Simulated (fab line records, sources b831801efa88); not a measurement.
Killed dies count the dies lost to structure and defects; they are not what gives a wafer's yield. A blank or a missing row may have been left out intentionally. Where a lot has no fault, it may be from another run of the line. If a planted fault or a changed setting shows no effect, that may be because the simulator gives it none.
One fault through the eyes of 2 desks / flow gf180mcu / what lay behind the numbers comes last; until then each desk has only its own

THE TOOL OWNER'S DESK: rie diel-02
The tool's own readings at GF_V4_ETCH_16 (etches BARC in N2/H2): means of the sampled wafers that have a number, for each lot that ran on this tool. If a lot's mean is further than 4 standard deviations from the usual mean, the lot is out of limits and carries the mark OUT (the distance appears in the brackets).
Columns: A = bias w at GF_V4_ETCH_16, usual 100.0 W; B = drypump motor current A at GF_V4_ETCH_16, usual 5.9 A; C = oes product au at GF_V4_ETCH_16, usual 0.854 a.u.; D = rf fwd power W at GF_V4_ETCH_16, usual 494.1 W; E = throttle valve pct at GF_V4_ETCH_16, usual 13.224 %
lot=L289; first seen here=day 25 05:22; A=100.3; B=6.0; C=0.852; D=493.8; E=13.231
lot=L293; first seen here=day 26 18:05; A=99.9; B=6.0; C=0.860; D=494.1; E=13.218
lot=L298; first seen here=day 28 06:04; A=100.1; B=5.7; C=0.855; D=521.8 (+13) OUT; E=13.229
lot=L300; first seen here=day 29 02:04; A=100.1; B=5.6; C=0.852; D=521.6 (+13) OUT; E=13.222
This desk's verdict: out of limits on L298, L300, starting with L298 at day 28 06:04 (rf fwd power W at GF_V4_ETCH_16). L289, L293: within limits.

AT THE METROLOGY DESK
What the gauges read for every lot (on any tool): the sampled wafers with a number, averaged. If a lot's mean is further than 4 standard deviations from the usual mean, the lot is out of limits and carries the mark OUT (the distance appears in the brackets).
Columns: A = M4_ALCU_RS at GF_M4_RS_MEAS_05, usual 0.0696 ohm/sq; B = V4_CVD_00_THK at GF_V4_THK_MEAS_01, usual 599 nm; C = V4_OVL at GF_V4_OVL_MEAS_15, usual 3 nm
lot=L286; first seen here=day 22 12:32; A=0.0684; B=594; C=3
lot=L289; first seen here=day 23 07:13; A=0.0702; B=603; C=8
lot=L290; first seen here=day 23 15:52; A=0.0700; B=592; C=4
lot=L291; first seen here=day 24 02:46; A=0.0698; B=600; C=3
lot=L293; first seen here=day 24 20:49; A=0.0697; B=606; C=6
lot=L298; first seen here=day 26 11:52; A=0.0684; B=596; C=9
lot=L300; first seen here=day 27 08:28; A=0.0695; B=598; C=2
lot=L302; first seen here=day 27 22:44; A=0.0689; B=598; C=-5
lot=L303; first seen here=day 28 13:16; A=0.0694; B=599; C=-2
lot=L305; first seen here=day 29 02:38; A=0.0697; B=606; C=-7
lot=L306; first seen here=day 29 05:28; A=0.0686; B=602; C=5
lot=L308; first seen here=day 29 15:47; A=0.0689; B=608; C=7
lot=L309; first seen here=day 29 21:32; A=0.0692; B=597; C=12
Finding of this desk: none of the 13 lots has anything out of limits.

ALL TOGETHER
The tool owner's desk had the chance to raise an alarm at day 28 06:04 on L298, L300.
From the metrology desk's view, nothing was out of limits.
The metrology desk has L298, L300 on record, within its limits.
All the named lots went through GF_V4_ETCH_16 on rie diel-02.

WHAT THE SIMULATOR HAD PUT IN
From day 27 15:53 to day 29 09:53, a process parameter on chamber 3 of rie diel-02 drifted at GF_V4_ETCH_16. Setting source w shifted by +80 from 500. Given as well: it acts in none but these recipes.
Shown lots that were struck: L298, L300.
Delay in hours, fault start to first out-of-limits reading, by desk: the tool owner's desk at 14.
